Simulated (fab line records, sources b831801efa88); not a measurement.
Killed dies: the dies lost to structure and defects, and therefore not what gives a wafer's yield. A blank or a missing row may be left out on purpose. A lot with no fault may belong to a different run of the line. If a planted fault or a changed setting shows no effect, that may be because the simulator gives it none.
The tool behind it: which one? -- flow sky130 -- 11 lots with 33 wafers sampled at 6 steps, on a route of 708 steps

## WHAT THE GAUGES SHOWED, per wafer
SKY_SONOS_ONO_OVL_MEAS_14. Usual: for SONOS_ONO_OVL the level is 2.2 nm and the standard deviation is 1.2.
lot,measured,on,SONOS_ONO_OVL (nm),flag
L649,day 14 07:46,overlay-02,1.8 4.8 1.6,
L648,day 14 15:34,overlay-01,0.0 1.2 1.5,
L653,day 15 20:09,overlay-01,2.1 2.4 1.6,
L655,day 16 12:25,overlay-01,1.1 2.1 -0.4,
L656,day 16 20:07,overlay-02,1.5 1.6 2.3,
L657,day 17 01:40,overlay-01,2.4 -0.1 1.5,
L658,day 17 12:47,overlay-02,2.5 1.5 2.8,
L662,day 19 00:19,overlay-02,1.3 5.0 2.4,
L664,day 19 17:25,overlay-01,2.3 2.8 1.6,
L666,day 20 06:02,overlay-01,0.4 2.1 2.0,
L668,day 20 20:31,overlay-02,2.6 1.6 0.0,

SKY_LDD_P_CD_MEAS_07: target cd 380 nm. Usual: cdNm at 380.5 nm, with a standard deviation of 2.4.
lot,measured,on,cdNm (nm),flag
L649,day 21 00:42,cdSem-01,377.2 381.9 377.2,
L648,day 21 11:24,cdSem-01,- - -,OFF
L653,day 22 15:29,cdSem-01,380.4 381.5 380.9,
L655,day 23 10:12,cdSem-01,380.7 380.0 382.2,
L656,day 23 14:17,cdSem-01,381.7 382.5 380.1,
L657,day 23 22:51,cdSem-01,376.7 376.3 377.7,
L658,day 24 06:29,cdSem-01,381.0 381.5 379.0,
L662,day 25 16:36,cdSem-01,381.8 382.9 382.1,
L664,day 26 08:27,cdSem-01,378.9 377.8 377.2,
L666,day 27 00:28,cdSem-01,382.3 381.8 379.6,
L668,day 27 11:28,cdSem-02,382.0 379.0 381.2,

SKY_LDD_P_TW_MEAS_11. Usual: for LDD_P_TW the level is 640 and the standard deviation is 7.5.
lot,measured,on,LDD_P_TW,flag
L649,day 21 01:06,filmMetro-01,634 640 637,
L648,day 21 11:48,filmMetro-01,30 30 30 30 30 30,OFF
L653,day 22 15:52,filmMetro-03,627 628 631,
L655,day 23 10:37,filmMetro-02,645 647 646,
L656,day 23 14:42,filmMetro-01,633 631 636,
L657,day 23 23:16,filmMetro-02,646 646 650,
L658,day 24 06:52,filmMetro-01,629 634 636,
L662,day 25 17:01,filmMetro-02,649 651 654,
L664,day 26 08:52,filmMetro-02,648 647 645,
L666,day 27 00:50,filmMetro-02,642 641 644,
L668,day 27 11:52,filmMetro-02,642 645 642,

## WHICH TOOL RAN EACH LOT (tool, then ch and the chambers of the sampled wafers, then the start)
lot,SKY_SONOS_ONO_STRIP_17,SKY_LDD_P_EXPOSE_04,SKY_LDD_P_STRIP_10
L649,"plasmaAsher-01 ch 0,1, day 14 07:54","ilineStepper-01 ch 0, day 20 09:57","plasmaAsher-02 ch 0,1, day 21 01:00"
L648,"plasmaAsher-01 ch 0,1, day 14 15:43","ilineStepper-02 ch 0, day 20 20:27","plasmaAsher-04 ch 0,1, day 21 11:42"
L653,"plasmaAsher-02 ch 0,1, day 15 20:19","ilineStepper-02 ch 0, day 21 23:56","plasmaAsher-02 ch 0,1, day 22 15:47"
L655,"plasmaAsher-01 ch 0,1, day 16 12:34","ilineStepper-01 ch 0, day 22 19:16","plasmaAsher-02 ch 0,1, day 23 10:31"
L656,"plasmaAsher-02 ch 0,1, day 16 20:16","ilineStepper-02 ch 0, day 22 23:13","plasmaAsher-04 ch 0,1, day 23 14:36"
L657,"plasmaAsher-03 ch 0, day 17 01:48","ilineStepper-01 ch 0, day 23 07:42","plasmaAsher-03 ch 0,1, day 23 23:10"
L658,"plasmaAsher-02 ch 0,1, day 17 12:56","ilineStepper-01 ch 0, day 23 15:35","plasmaAsher-02 ch 0,1, day 24 06:47"
L662,"plasmaAsher-03 ch 0,1, day 19 00:28","ilineStepper-02 ch 0, day 25 02:27","plasmaAsher-02 ch 0,1, day 25 16:55"
L664,"plasmaAsher-02 ch 0,1, day 19 17:34","ilineStepper-02 ch 0, day 25 17:40","plasmaAsher-03 ch 0,1, day 26 08:46"
L666,"plasmaAsher-03 ch 0,1, day 20 06:13","ilineStepper-01 ch 0, day 26 10:03","plasmaAsher-04 ch 0,1, day 27 00:44"
L668,"plasmaAsher-03 ch 0,1, day 20 20:39","ilineStepper-02 ch 0, day 26 21:58","plasmaAsher-03 ch 0,1, day 27 11:45"
- SKY_SONOS_ONO_STRIP_17: strips in O2/N2.
- SKY_LDD_P_EXPOSE_04: exposes mask PSDM, target cd 380 nm.
- SKY_LDD_P_STRIP_10: strips in O2/N2.

## AS READ BY THE TOOLS THEMSELVES (means over the sampled wafers that have a number; for cases with no such wafer, the mark the record gives instead)
SKY_SONOS_ONO_STRIP_17. Usual: drypumpMotorCurrentA 5.7 A, standard deviation 0.32; n2FlowSccm 299.8 sccm, standard deviation 0.78; oesProductAu 0.710 a.u., standard deviation 0.0048; stripTimeToEndpointS 14.117 s, standard deviation 0.03.
lot,tool,drypumpMotorCurrentA (A),n2FlowSccm (sccm),oesProductAu (a.u.),stripTimeToEndpointS (s),flag
L649,plasmaAsher-01,6.1,299.7,0.708,14.122,
L648,plasmaAsher-01,5.9,299.6,0.711,14.102,
L653,plasmaAsher-02,5.6,299.9,0.714,14.129,
L655,plasmaAsher-01,6.1,299.8,0.710,14.156,
L656,plasmaAsher-02,5.8,299.8,0.707,14.076,
L657,plasmaAsher-03,5.5,299.5,0.707,14.121,
L658,plasmaAsher-02,5.8,299.3,0.705,14.134,
L662,plasmaAsher-03,5.5,300.0,0.711,14.097,
L664,plasmaAsher-02,5.8,299.8,0.705,14.094,
L666,plasmaAsher-03,5.6,299.2,0.711,14.082,
L668,plasmaAsher-03,5.5,299.9,0.706,14.137,

SKY_LDD_P_STRIP_10. Usual: drypumpMotorCurrentA 6.0 A, standard deviation 0.51; n2FlowSccm 300.0 sccm, standard deviation 0.86; oesProductAu 0.715 a.u., standard deviation 0.0046; stripTimeToEndpointS 14.30 s, standard deviation 0.033.
lot,tool,drypumpMotorCurrentA (A),n2FlowSccm (sccm),oesProductAu (a.u.),stripTimeToEndpointS (s),flag
L649,plasmaAsher-02,5.7,300.1,0.716,14.30,
L648,plasmaAsher-04,6.5,299.8,0.719,14.29,
L653,plasmaAsher-02,5.8,300.4,0.715,14.31,
L655,plasmaAsher-02,5.6,301.1,0.713,14.36,
L656,plasmaAsher-04,6.6,299.8,0.714,14.29,
L657,plasmaAsher-03,5.6,300.1,0.712,14.30,
L658,plasmaAsher-02,5.6,300.0,0.716,14.27,
L662,plasmaAsher-02,5.6,300.3,0.715,14.27,
L664,plasmaAsher-03,5.6,300.4,0.716,14.28,
L666,plasmaAsher-04,6.6,300.1,0.717,14.29,
L668,plasmaAsher-03,5.5,300.4,0.714,14.31,

## THE ANSWER, worked out from the rows above alone
Rule: take the mean of a lot's wafers that have a number; if it is more than 3 standard deviations from the usual mean, the lot is off. Also off: a lot with no number at a reading for which 4 or more lots have one. Where the step has rows for the other lots, those lots are counted as sound. After the gauges, taken in route order, come the tools' own readings; for these a lot's mean is taken, as printed above. The first step at which some lot is off is used, and at that step the reading that is off furthest; a lot without a number counts as furthest.
Off: L648, at SKY_LDD_P_CD_MEAS_07 (cdNm). Without a number there: L648.
If a tool, at a process step before that reading, ran all the lots that are off and no sound lot after the first of them, it fits. Not tried: the gauges at SKY_LDD_P_CD_MEAS_07; whatever is off there is also off at SKY_LDD_P_TW_MEAS_11, on other tools, and gauge error can't account for it. Not one of the candidates tried fits.

## WHAT WAS PUT IN BY THE SIMULATOR
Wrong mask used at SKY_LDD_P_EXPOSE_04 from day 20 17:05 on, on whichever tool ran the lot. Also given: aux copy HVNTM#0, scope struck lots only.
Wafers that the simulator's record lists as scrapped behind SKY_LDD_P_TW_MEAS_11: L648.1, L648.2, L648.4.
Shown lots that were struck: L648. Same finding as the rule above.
